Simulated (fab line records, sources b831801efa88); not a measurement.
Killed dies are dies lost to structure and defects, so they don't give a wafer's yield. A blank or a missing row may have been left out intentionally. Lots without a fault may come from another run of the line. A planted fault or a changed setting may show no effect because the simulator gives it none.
fab line records	flow sky130
[record] lots = 13	wafers = 39	last_day = 51
route steps=708 shown POLY_GATE@229 PAD_OPEN@708
lots that met no fault: from a run of the same line without faults
start_h: hours from the record's opening day to when the first of the lot's shown wafers began	wait_h: hours since the lot's step before	" the same as in the row above	L1.1+2: several wafers, shown together as one row	- no value present, or no start provided	* or withheld: withheld	< > ~ a bound
route shown NAME@n: names a module that has steps shown in the file, with the first one's number in the route	usual: the fault-free wafers' mean and standard deviation	same: alike in all rows	chamber/n: place in a boat	sites: per-site readings	_std_site: the standard deviation of these	_edge_site: outer sites' mean less inner sites'	radius_mm: how far each site lies from the wafer's centre	mask NAME#n: copy n	behind: the tool/chamber that last shaped the wafer	hold: why the lot went on hold/how many hours it stayed there/how the hold came to an end	device: which transistor (n, p or np) failed to switch	end of line: the same wafers' tests at the end of the route	step lacking rows: just its recipe	killed: dies that structure and defects cost at the first sort, which is not the same as the wafer's yield	map: a wafer's dies, marking killed ones x, the rest . and places with no die _
set.NAME: the setting the step ran with; set.NAME@STEP: the setting that earlier step ran with	model.NAME: the simulator's own value behind a step, which no gauge read
one table for each step of the route and one row for each wafer, over a sample of lots
services: a tool's chamber out of use, with start hour (start_h, from the record's first day; less than 0 if before it), hours out, and reason
[[steps]]
[step SKY_POLY_GATE_ETCH_15]
[recipe] chemistry = N2/H2	target = BARC	ion_energy_ev = 200	source_w = 500	bias_w = 100	pressure_mtorr = 30	n2_flow_sccm = 100	h2_flow_sccm = 200	stop_on = SiO2	time_s = 118.5	target_depth_a = 1100
[usual] chamber_pressure_mTorr = 30.002/0.027	drypump_motor_current_A = 5.8/0.57	oes_product_au = 0.717/0.0048	throttle_valve_pct = 13.213/0.0093
lot.wafer	tool	chamber	start_h	wait_h	chamber_pressure_mTorr	drypump_motor_current_A	oes_product_au	rf_hours_counter_h	throttle_valve_pct
L466.2	rie_diel-03	3	383.31	0.0	29.979	5.2	0.716	1	13.215
L466.3	"	2	"	"	30.029	6.7	0.712	11	13.205
L466.6	"	0	"	"	30.045	5.3	0.713	-	13.221
L467.1	rie_diel-03	2	391.61	0.0	30.006	6.7	0.715	12	13.203
L467.2	"	1	"	"	30.024	6.6	0.714	108	13.207
L467.6	"	3	"	"	29.998	5.2	0.712	-	13.216
L468.2	rie_diel-02	0	402.39	0.0	30.003	5.5	0.715	106	13.213
L468.4	"	3	"	"	29.968	6.5	0.716	10	13.206
L468.5	"	0	"	"	30.021	5.5	0.716	-	13.208
L470.4	rie_diel-03	3	417.28	0.1	29.988	5.2	0.718	-	13.196
L470.5	"	2	"	"	29.994	6.7	0.712	-	13.219
L470.6	"	0	"	"	29.988	5.3	0.718	-	13.230
L474.1	rie_diel-01	0	452.46	0.0	30.037	6.4	0.718	6	13.203
L474.2	"	1	"	"	29.973	5.7	0.720	2	13.201
L474.6	"	3	"	"	30.028	5.4	0.723	-	13.206
L476.1	rie_diel-01	1	473.42	0.0	30.023	5.7	0.712	2	13.208
L476.2	"	3	"	"	36.031	5.4	0.717	3	13.195
L476.4	"	2	"	"	29.986	5.7	0.714	83	13.216
L479.2	rie_diel-03	2	494.77	0.0	30.009	6.7	0.711	14	13.223
L479.3	"	1	"	"	30.050	6.6	0.723	1	13.208
L479.4	"	0	"	"	30.017	5.2	0.719	6	13.218
L482.1	rie_diel-03	3	519.61	0.0	29.996	5.2	0.715	4	13.218
L482.2	"	0	"	"	30.024	5.3	0.712	6	13.205
L482.6	"	3	"	"	29.993	5.2	0.718	-	13.216
L483.2	rie_diel-02	1	523.02	0.0	30.013	4.9	0.710	62	13.206
L483.4	"	3	"	"	29.959	6.5	0.713	12	13.194
L483.5	"	2	"	"	29.953	5.9	0.711	-	13.207
L487.1	rie_diel-03	2	563.32	0.0	30.012	6.7	0.707	15	13.211
L487.2	"	0	"	"	29.978	5.3	0.712	7	13.202
L487.5	"	1	"	"	29.991	6.6	0.717	-	13.219
L486.1	rie_diel-02	3	569.24	0.0	30.007	6.5	0.720	13	13.228
L486.3	"	1	"	"	30.026	5.0	0.711	63	13.211
L486.4	"	0	"	"	29.994	5.5	0.720	-	13.213
L488.1	rie_diel-01	3	570.16	0.0	29.948	5.4	0.717	5	13.230
L488.2	"	0	"	"	30.033	6.4	0.724	8	13.199
L488.6	"	3	"	"	29.954	5.3	0.718	-	13.221
L489.2	rie_diel-03	2	581.46	0.0	30.032	6.7	0.721	15	13.203
L489.3	"	0	"	"	30.030	5.3	0.725	8	13.220
L489.5	"	3	"	"	29.978	5.2	0.711	-	13.218
[step SKY_PAD_OPEN_PROBE_99]
[usual] killed_at_M0_to_M3 = 44/6.9	killed_at_M4_up = 3.1/1.7	killed_at_contacts = 25/5.6	killed_at_front_end = 14/4.3	killed_at_other = 0.3/0.51	killed_dies = 86/9.8	killed_open = 47/6.5	killed_short = 39/6.6
[same] gross_dies = 492	killed_at_back_side = 0
lot.wafer	tool	chamber	start_h	wait_h	killed_at_M0_to_M3	killed_at_M4_up	killed_at_contacts	killed_at_front_end	killed_at_other	killed_dies	killed_open	killed_short
L466.2	prober-02	-	1092.58	0.1	41	5	36	21	1	104	54	50
L466.3	prober-02	-	1092.63	0.2	47	0	26	24	0	97	50	47
L466.6	prober-02	-	1092.78	0.2	47	2	26	17	0	92	58	34
L467.1	prober-01	-	1102.87	0.1	53	2	37	19	0	111	58	53
L467.2	prober-01	-	1102.92	0.1	43	1	22	22	0	88	58	30
L467.6	prober-01	-	1103.12	0.2	50	2	33	18	0	103	56	47
L468.2	prober-02	-	1112.53	0.1	42	6	24	18	0	90	50	40
L468.4	prober-02	-	1112.63	0.2	48	2	23	19	0	92	47	45
L468.5	prober-02	-	1112.68	0.2	39	6	19	18	0	82	39	43
L470.4	prober-01	-	1116.66	0.2	51	2	35	20	0	108	68	40
L470.5	prober-01	-	1116.71	0.2	52	2	16	5	0	75	42	33
L470.6	prober-01	-	1116.76	0.2	49	4	25	12	0	90	49	41
L474.1	prober-02	-	1140.72	0.1	50	5	23	18	0	96	58	38
L474.2	prober-02	-	1140.77	0.1	46	5	18	18	1	88	48	40
L474.6	prober-02	-	1140.97	0.2	35	3	20	13	0	71	44	27
L476.1	prober-02	-	1154.87	0.1	48	4	24	10	0	86	47	39
L476.2	prober-02	-	1154.92	0.1	37	7	20	11	0	75	31	44
L476.4	prober-02	-	1155.02	0.2	54	3	15	17	0	89	45	44
L479.2	prober-02	-	1166.52	0.1	41	3	23	18	0	85	43	42
L479.3	prober-02	-	1166.57	0.2	42	3	37	15	1	98	51	47
L479.4	prober-02	-	1166.62	0.2	36	3	26	15	0	80	46	34
L482.1	prober-02	-	1181.77	0.1	37	2	25	19	1	84	45	39
L482.2	prober-02	-	1181.82	0.1	48	5	20	14	1	88	42	46
L482.6	prober-02	-	1182.02	0.2	61	6	20	12	0	99	60	39
L483.2	prober-01	-	1183.48	0.1	41	3	19	17	0	80	39	41
L483.4	prober-01	-	1183.58	0.2	44	0	22	20	0	86	47	39
L483.5	prober-01	-	1183.63	0.2	42	1	18	13	0	74	38	36
L487.1	prober-01	-	1205.85	0.1	47	2	25	15	0	89	46	43
L487.2	prober-01	-	1205.90	0.1	36	1	28	15	1	81	41	40
L487.5	prober-01	-	1206.05	0.2	34	3	17	8	0	62	39	23
L486.1	prober-02	-	1208.66	0.1	39	2	24	19	0	84	47	37
L486.3	prober-02	-	1208.76	0.2	43	5	22	14	0	84	47	37
L486.4	prober-02	-	1208.81	0.2	26	6	32	14	0	78	44	34
L488.1	prober-01	-	1209.94	0.1	34	3	17	7	0	61	39	22
L488.2	prober-01	-	1209.99	0.1	32	3	26	21	0	82	47	35
L488.6	prober-01	-	1210.19	0.2	36	4	30	9	1	80	50	30
L489.2	prober-02	-	1214.58	0.1	51	2	18	14	0	85	38	47
L489.3	prober-02	-	1214.63	0.2	51	2	25	19	0	97	43	54
L489.5	prober-02	-	1214.73	0.2	40	1	20	17	1	79	42	37
// killed by level:class
L466.2 CONTACT:geometric_particle:open=15 CONTACT:geometric_particle:short=11 VIA1:geometric_particle:open=9 VIA3:geometric_particle:open=7 FIELD_ISO:geometric_particle:short=6 METAL2:geometric_particle:short=6 VIA2:geometric_particle:open=4 POLY_GATE:geometric_particle:short=4
L466.3 FIELD_ISO:geometric_particle:short=8 VIA1:geometric_particle:open=8 METAL2:geometric_particle:short=8 CONTACT:geometric_particle:short=7 CONTACT:geometric_particle:open=7 FIELD_ISO:geometric_particle:open=6 VIA3:geometric_particle:open=6 VIA2:geometric_particle:open=6
L466.6 VIA3:geometric_particle:open=11 CONTACT:geometric_particle:open=10 VIA1:geometric_particle:open=8 VIA2:geometric_particle:open=8 LI_CONTACT:geometric_particle:open=6 CONTACT:geometric_particle:short=5 VIA1:geometric_particle:short=5 FIELD_ISO:geometric_particle:open=4
L467.1 CONTACT:geometric_particle:open=17 VIA1:geometric_particle:open=13 CONTACT:geometric_particle:short=11 FIELD_ISO:geometric_particle:short=8 VIA2:geometric_particle:open=7 VIA3:geometric_particle:open=7 VIA1:geometric_particle:short=6 METAL2:geometric_particle:short=6
L467.2 CONTACT:geometric_particle:open=11 VIA2:geometric_particle:open=10 VIA1:geometric_particle:open=10 FIELD_ISO:geometric_particle:short=6 METAL1:geometric_particle:short=6 VIA3:geometric_particle:open=6 FIELD_ISO:geometric_particle:open=5 POLY_GATE:geometric_particle:open=5
L467.6 CONTACT:geometric_particle:open=16 VIA1:geometric_particle:open=10 METAL1:geometric_particle:short=8 METAL2:geometric_particle:short=7 LI_CONTACT:geometric_particle:open=7 VIA3:geometric_particle:open=6 CONTACT:geometric_particle:short=6 FIELD_ISO:geometric_particle:short=4
L468.2 VIA1:geometric_particle:open=13 CONTACT:geometric_particle:open=8 METAL1:geometric_particle:short=8 LI_CONTACT:geometric_particle:open=7 FIELD_ISO:geometric_particle:open=6 LOCAL_INTERCONNECT:geometric_particle:short=6 METAL4:geometric_particle:short=6 FIELD_ISO:geometric_particle:short=5
L468.4 VIA1:geometric_particle:open=11 VIA3:geometric_particle:open=11 LI_CONTACT:geometric_particle:open=7 CONTACT:geometric_particle:open=7 VIA1:geometric_particle:short=7 FIELD_ISO:geometric_particle:short=5 LOCAL_INTERCONNECT:geometric_particle:short=5 METAL1:geometric_particle:short=5
L468.5 METAL1:geometric_particle:short=8 VIA1:geometric_particle:open=7 FIELD_ISO:geometric_particle:short=6 VIA1:geometric_particle:short=6 LI_CONTACT:geometric_particle:open=6 CONTACT:geometric_particle:open=5 VIA2:geometric_particle:open=5 FIELD_ISO:geometric_particle:open=4
L470.4 LI_CONTACT:geometric_particle:open=14 VIA1:geometric_particle:open=12 VIA3:geometric_particle:open=11 CONTACT:geometric_particle:open=10 VIA2:geometric_particle:open=8 VIA2:geometric_particle:short=6 FIELD_ISO:geometric_particle:short=5 POLY_GATE:geometric_particle:short=5
L470.5 VIA1:geometric_particle:open=11 CONTACT:geometric_particle:open=8 VIA3:geometric_particle:open=8 METAL1:geometric_particle:short=7 VIA1:geometric_particle:short=6 VIA3:geometric_particle:short=5 VIA2:geometric_particle:open=4 LI_CONTACT:geometric_particle:open=3
L470.6 VIA1:geometric_particle:open=11 CONTACT:geometric_particle:open=9 VIA2:geometric_particle:open=8 LI_CONTACT:geometric_particle:open=7 VIA3:geometric_particle:open=6 POLY_GATE:geometric_particle:short=5 CONTACT:geometric_particle:short=5 METAL1:geometric_particle:short=5
L474.1 VIA2:geometric_particle:open=13 VIA1:geometric_particle:open=11 CONTACT:geometric_particle:open=8 POLY_GATE:geometric_particle:open=7 LI_CONTACT:geometric_particle:open=7 VIA3:geometric_particle:open=6 VIA1:geometric_particle:short=6 FIELD_ISO:geometric_particle:open=4
L474.2 VIA1:geometric_particle:open=12 POLY_GATE:geometric_particle:open=9 VIA1:geometric_particle:short=7 VIA3:geometric_particle:open=7 METAL1:geometric_particle:short=6 CONTACT:geometric_particle:open=5 FIELD_ISO:geometric_particle:open=4 LI_CONTACT:geometric_particle:open=4
L474.6 VIA3:geometric_particle:open=10 VIA2:geometric_particle:open=8 VIA1:geometric_particle:open=6 CONTACT:geometric_particle:open=6 FIELD_ISO:geometric_particle:open=5 POLY_GATE:geometric_particle:short=4 LOCAL_INTERCONNECT:geometric_particle:short=4 METAL1:geometric_particle:short=4
L476.1 CONTACT:geometric_particle:open=12 VIA1:geometric_particle:short=10 VIA2:geometric_particle:open=8 VIA1:geometric_particle:open=7 METAL1:geometric_particle:short=6 METAL2:geometric_particle:short=6 VIA3:geometric_particle:open=4 LI_CONTACT:geometric_particle:open=4
L476.2 METAL2:geometric_particle:short=10 CONTACT:geometric_particle:open=9 VIA1:geometric_particle:short=9 LOCAL_INTERCONNECT:geometric_particle:short=5 VIA1:geometric_particle:open=5 POLY_GATE:geometric_particle:open=4 METAL4:geometric_particle:short=4 CONTACT:geometric_particle:short=3
L476.4 VIA1:geometric_particle:open=16 VIA3:geometric_particle:open=6 METAL1:geometric_particle:short=6 VIA1:geometric_particle:short=6 LI_CONTACT:geometric_particle:open=5 CONTACT:geometric_particle:short=5 VIA2:geometric_particle:open=5 FIELD_ISO:geometric_particle:short=4
L479.2 CONTACT:geometric_particle:open=8 VIA1:geometric_particle:open=8 FIELD_ISO:geometric_particle:short=6 CONTACT:geometric_particle:short=5 LI_CONTACT:geometric_particle:open=5 VIA2:geometric_particle:short=5 VIA2:geometric_particle:open=5 FIELD_ISO:geometric_particle:open=4
L479.3 CONTACT:geometric_particle:open=14 CONTACT:geometric_particle:short=9 VIA1:geometric_particle:open=9 LI_CONTACT:geometric_particle:open=8 METAL1:geometric_particle:short=8 METAL2:geometric_particle:short=5 VIA3:geometric_particle:open=5 METAL3:geometric_particle:short=4
L479.4 CONTACT:geometric_particle:open=11 LI_CONTACT:geometric_particle:open=7 VIA2:geometric_particle:open=6 VIA1:geometric_particle:short=6 FIELD_ISO:geometric_particle:short=5 VIA1:geometric_particle:open=5 LOCAL_INTERCONNECT:geometric_particle:short=4 METAL1:geometric_particle:open=4
L482.1 VIA3:geometric_particle:open=9 LI_CONTACT:geometric_particle:open=8 CONTACT:geometric_particle:open=7 LOCAL_INTERCONNECT:geometric_particle:short=5 FIELD_ISO:geometric_particle:open=4 FIELD_ISO:geometric_particle:short=4 CONTACT:geometric_particle:short=4 VIA1:geometric_particle:open=4
L482.2 CONTACT:geometric_particle:open=10 METAL1:geometric_particle:short=9 VIA2:geometric_particle:open=8 VIA1:geometric_particle:open=7 VIA1:geometric_particle:short=5 METAL2:geometric_particle:short=5 FIELD_ISO:geometric_particle:short=4 CONTACT:geometric_particle:short=4
L482.6 VIA2:geometric_particle:open=12 CONTACT:geometric_particle:open=11 VIA1:geometric_particle:open=10 VIA3:geometric_particle:open=8 METAL1:geometric_particle:short=7 VIA2:geometric_particle:short=5 METAL3:geometric_particle:short=4 METAL4:geometric_particle:short=4
L483.2 VIA2:geometric_particle:open=9 CONTACT:geometric_particle:open=7 VIA1:geometric_particle:open=6 CONTACT:geometric_particle:short=6 METAL2:geometric_particle:short=6 METAL3:geometric_particle:short=6 METAL1:geometric_particle:short=5 FIELD_ISO:geometric_particle:short=4
L483.4 VIA1:geometric_particle:open=9 CONTACT:geometric_particle:open=8 METAL1:geometric_particle:short=7 LI_CONTACT:geometric_particle:open=6 VIA2:geometric_particle:open=6 VIA3:geometric_particle:open=6 FIELD_ISO:geometric_particle:open=5 METAL3:geometric_particle:short=5
L483.5 VIA3:geometric_particle:open=8 VIA1:geometric_particle:open=7 FIELD_ISO:geometric_particle:open=5 CONTACT:geometric_particle:open=5 LI_CONTACT:geometric_particle:open=5 METAL1:geometric_particle:short=5 METAL3:geometric_particle:short=5 CONTACT:geometric_particle:short=4
L487.1 VIA1:geometric_particle:open=11 LI_CONTACT:geometric_particle:open=10 VIA2:geometric_particle:open=7 VIA1:geometric_particle:short=6 FIELD_ISO:geometric_particle:short=5 METAL2:geometric_particle:short=5 LI_CONTACT:geometric_particle:short=4 LOCAL_INTERCONNECT:geometric_particle:short=4
L487.2 VIA3:geometric_particle:open=9 CONTACT:geometric_particle:open=8 LI_CONTACT:geometric_particle:short=7 VIA2:geometric_particle:open=6 FIELD_ISO:geometric_particle:open=5 POLY_GATE:geometric_particle:short=5 LI_CONTACT:geometric_particle:open=4 CONTACT:geometric_particle:short=4
L487.5 CONTACT:geometric_particle:open=9 METAL1:geometric_particle:short=7 VIA1:geometric_particle:open=7 VIA2:geometric_particle:open=4 LI_CONTACT:geometric_particle:open=4 METAL1:geometric_particle:open=3 VIA1:geometric_particle:short=3 METAL2:geometric_particle:short=3
L486.1 VIA1:geometric_particle:open=14 LI_CONTACT:geometric_particle:open=9 FIELD_ISO:geometric_particle:open=8 FIELD_ISO:geometric_particle:short=7 VIA2:geometric_particle:open=6 LI_CONTACT:geometric_particle:short=5 CONTACT:geometric_particle:open=5 CONTACT:geometric_particle:short=5
L486.3 VIA1:geometric_particle:open=10 VIA1:geometric_particle:short=9 CONTACT:geometric_particle:open=8 METAL2:geometric_particle:short=6 VIA2:geometric_particle:open=6 LI_CONTACT:geometric_particle:open=6 FIELD_ISO:geometric_particle:short=4 POLY_GATE:geometric_particle:open=4
L486.4 CONTACT:geometric_particle:open=9 CONTACT:geometric_particle:short=7 LI_CONTACT:geometric_particle:open=6 VIA2:geometric_particle:open=6 VIA1:geometric_particle:open=5 METAL2:geometric_particle:short=5 FIELD_ISO:geometric_particle:open=4 LOCAL_INTERCONNECT:geometric_particle:short=4
L488.1 VIA1:geometric_particle:open=16 CONTACT:geometric_particle:open=5 LOCAL_INTERCONNECT:geometric_particle:short=5 VIA3:geometric_particle:open=4 POLY_GATE:geometric_particle:open=3 LI_CONTACT:geometric_particle:open=3 VIA1:geometric_particle:short=3 LI_CONTACT:geometric_particle:short=2
L488.2 VIA1:geometric_particle:open=12 CONTACT:geometric_particle:open=9 POLY_GATE:geometric_particle:open=8 LI_CONTACT:geometric_particle:open=6 LI_CONTACT:geometric_particle:short=5 FIELD_ISO:geometric_particle:short=4 POLY_GATE:geometric_particle:short=4 VIA3:geometric_particle:open=4
L488.6 CONTACT:geometric_particle:open=11 VIA3:geometric_particle:open=9 LI_CONTACT:geometric_particle:open=8 CONTACT:geometric_particle:short=7 VIA1:geometric_particle:open=6 METAL2:geometric_particle:short=6 POLY_GATE:geometric_particle:open=5 METAL3:geometric_particle:short=3
L489.2 VIA2:geometric_particle:open=12 METAL1:geometric_particle:short=9 METAL2:geometric_particle:short=7 POLY_GATE:geometric_particle:short=6 VIA3:geometric_particle:open=6 CONTACT:geometric_particle:open=6 CONTACT:geometric_particle:short=6 VIA1:geometric_particle:short=6
L489.3 VIA1:geometric_particle:open=12 CONTACT:geometric_particle:open=11 METAL2:geometric_particle:short=9 CONTACT:geometric_particle:short=6 POLY_GATE:geometric_particle:short=5 LOCAL_INTERCONNECT:geometric_particle:short=5 METAL1:geometric_particle:short=5 VIA1:geometric_particle:short=5
L489.5 VIA2:geometric_particle:open=11 VIA1:geometric_particle:open=8 FIELD_ISO:geometric_particle:short=7 CONTACT:geometric_particle:open=7 VIA3:geometric_particle:open=5 LI_CONTACT:geometric_particle:open=5 VIA1:geometric_particle:short=5 METAL2:geometric_particle:short=5
[[services]]
tool	chamber	start_h	hours	kind
rie_diel-02	0	359.53	9.0	repair
rie_diel-03	1	393.82	9.3	repair
rie_diel-03	1	403.14	-	clean
rie_diel-03	1	403.14	18.0	scheduled_down
rie_diel-03	1	403.14	18.0	vent_cycle
rie_diel-01	-	409.39	0.5	repair
rie_diel-02	0	422.09	-	clean
rie_diel-02	0	422.09	20.1	scheduled_down
rie_diel-02	0	422.09	20.1	vent_cycle
rie_diel-01	2	431.79	2.5	repair
rie_diel-01	3	437.32	3.1	repair
rie_diel-01	-	453.17	0.2	repair
rie_diel-03	3	458.60	1.3	repair
rie_diel-03	-	469.85	0.1	repair
rie_diel-02	1	493.51	1.4	repair
rie_diel-03	1	504.86	14.1	repair
rie_diel-03	2	509.66	6.0	repair
rie_diel-01	-	515.26	0.2	repair
rie_diel-01	2	545.31	-	clean
rie_diel-01	2	545.31	26.1	scheduled_down
rie_diel-01	2	545.31	26.1	vent_cycle
rie_diel-02	2	564.81	5.3	repair
[[key]]
[first_sign] step = SKY_POLY_GATE_ETCH_15	reading = chamber_pressure_mTorr	direction = up	sigmas = 99+	usual = 30.002	struck = 36.031
effect none on later readings
met_at SKY_POLY_GATE_ETCH_15
struck_lots L476
struck_wafers L476.2
tester_left_out L476
onset_between 452.46 473.42
[fault] kind = process_parameter_drift	tool = rie_diel-01	chamber = 3	onset_h = 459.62	steps = SKY_POLY_GATE_ETCH_15	channel = pressure_mtorr	offset = 6	shape = step	end_h = 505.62	acts_in = these_recipes_only	stated = 30
// tester_left_out: of these lots the tester's yield and bins aren't shown, on N5 and GAA mostly nor the transistor test; their killed dies are dies lost to structure and defects alone, not to doping, threshold or leakage, so they don't give the yield
